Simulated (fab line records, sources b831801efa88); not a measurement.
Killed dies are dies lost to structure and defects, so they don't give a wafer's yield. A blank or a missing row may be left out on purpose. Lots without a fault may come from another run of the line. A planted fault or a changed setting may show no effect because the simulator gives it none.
A struck lot beside a sound one | flow sky130 | 15 steps out of a route of 708
Sound: wafers L107.1, L107.3, L107.4. Struck: wafers L112.2, L112.3, L112.4. The cause comes at the end.
At each step with rows: each side's tool, then ch and its chambers, then its first start. Under that, the readings that differ: sound wafers | struck wafers | difference of the means | sigmas: that difference in standard deviations of wafers without a fault.
alike: readings whose means differ by less than 2 such deviations, and words and numbers that are the same on both sides. not compared: withheld readings, readings that some wafer has no value for, bounds like >300 that may hide the same value, and numbers for which the record gives no deviation and whose values overlap.
The two part at a step that has a row with sigmas, a row that says differs or no value, or rows on one side only. Numbers that don't overlap but have no deviation are shown without sigmas and don't part them. A reading that every wafer of one side lacks parts them only if that side has two wafers or more.

SKY_POLY_CUT_ETCH_10: etches BARC in N2/H2, stops on SiO2, time 45.9 s, target depth 60 nm.
  sound on rie_diel-04 ch 0,2, day 24 11:54; struck on rie_diel-01 ch 1,3, day 26 16:39
  alike: drypump_motor_current_A, oes_product_au, throttle_valve_pct
  not compared: rf_hours_counter_h
SKY_POLY_CUT_ETCH_11: etches Si3N4 in CF4/CH2F2/Ar, stops on poly-Si, time 42.5 s, target depth 60 nm.
  sound on rie_diel-04 ch 0,2, day 24 11:57; struck on rie_diel-01 ch 1,3, day 26 16:42
  alike: drypump_motor_current_A, oes_product_au, throttle_valve_pct
  not compared: rf_hours_counter_h
SKY_POLY_CUT_STRIP_12: strips in O2/N2.
  sound on plasma_asher-02 ch 0,1, day 24 11:59; struck on plasma_asher-04 ch 0,1, day 26 16:44
  alike: drypump_motor_current_A, oes_product_au, strip_time_to_endpoint_s
  not compared: rf_hours_counter_h
then, 7 steps without rows for these wafers: SKY_SD_P_DEHYDRATE_00 (time 60 s); SKY_SD_P_HMDS_01 (prime time 60 s); SKY_SD_P_COAT_02 (resist thk 1140 nm); SKY_SD_P_SOFTBAKE_03 (time 60 s); SKY_SD_P_EXPOSE_04 (exposes mask PSDM, target cd 380 nm); SKY_SD_P_PEB_05; SKY_SD_P_DEVELOP_06 (develop time 60 s).
SKY_SD_P_CD_MEAS_07: target cd 380 nm.
  sound on cd_sem-01, day 25 17:18; struck on cd_sem-01, day 27 21:52
  alike: cd_nm
SKY_SD_P_OVL_MEAS_08:
  sound on overlay-01, day 25 17:25; struck on overlay-01, day 27 21:58
  alike: SD_P_OVL
SKY_SD_P_IMPLANT_09:
  sound on implanter-04 ch 0, day 25 17:27; struck on implanter-04 ch 0, day 27 22:02
  reading       | sound                         | struck                        | difference | sigmas
  dose_ions_cm2 | 3.001e+15 2.997e+15 3.002e+15 | 3.072e+15 3.074e+15 3.076e+15 | +7.400e+13 | +24
  alike: beam_energy_keV, end_station_pressure_torr
SKY_SD_P_STRIP_10: strips in O2/N2.
  sound on plasma_asher-02 ch 0,1, day 25 17:36; struck on plasma_asher-04 ch 0,1, day 27 22:09
  reading                      | sound             | struck            | difference | sigmas
  strip_time_to_endpoint_s (s) | 17.44 17.48 17.44 | 17.57 17.56 17.53 | +0.10      | +3
  alike: drypump_motor_current_A, oes_product_au
  not compared: rf_hours_counter_h
-- the record jumps here: 20 days lie between the struck wafers' starts before and after (it left off in module SD_P and takes up again in module PAD_OPEN, whose first step shown is number 708 of the route) --
SKY_PAD_OPEN_PROBE_99:
  sound on prober-01, day 45 19:35; struck on prober-02, day 47 11:05
  reading             | sound    | struck | difference | sigmas
  killed_at_front_end | 14 22 15 | 5 6 13 | -9         | -2
  alike: killed_at_M0_to_M3, killed_at_M4_up, killed_at_contacts, killed_at_other, killed_dies, killed_open, killed_short

WHERE THEY PART
First at SKY_SD_P_IMPLANT_09; last, within this record, at SKY_PAD_OPEN_PROBE_99.

WHY: what the simulator had put in
Process parameter drift: implanter-04, from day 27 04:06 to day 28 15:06, at SKY_SD_P_IMPLANT_09. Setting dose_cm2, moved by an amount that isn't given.
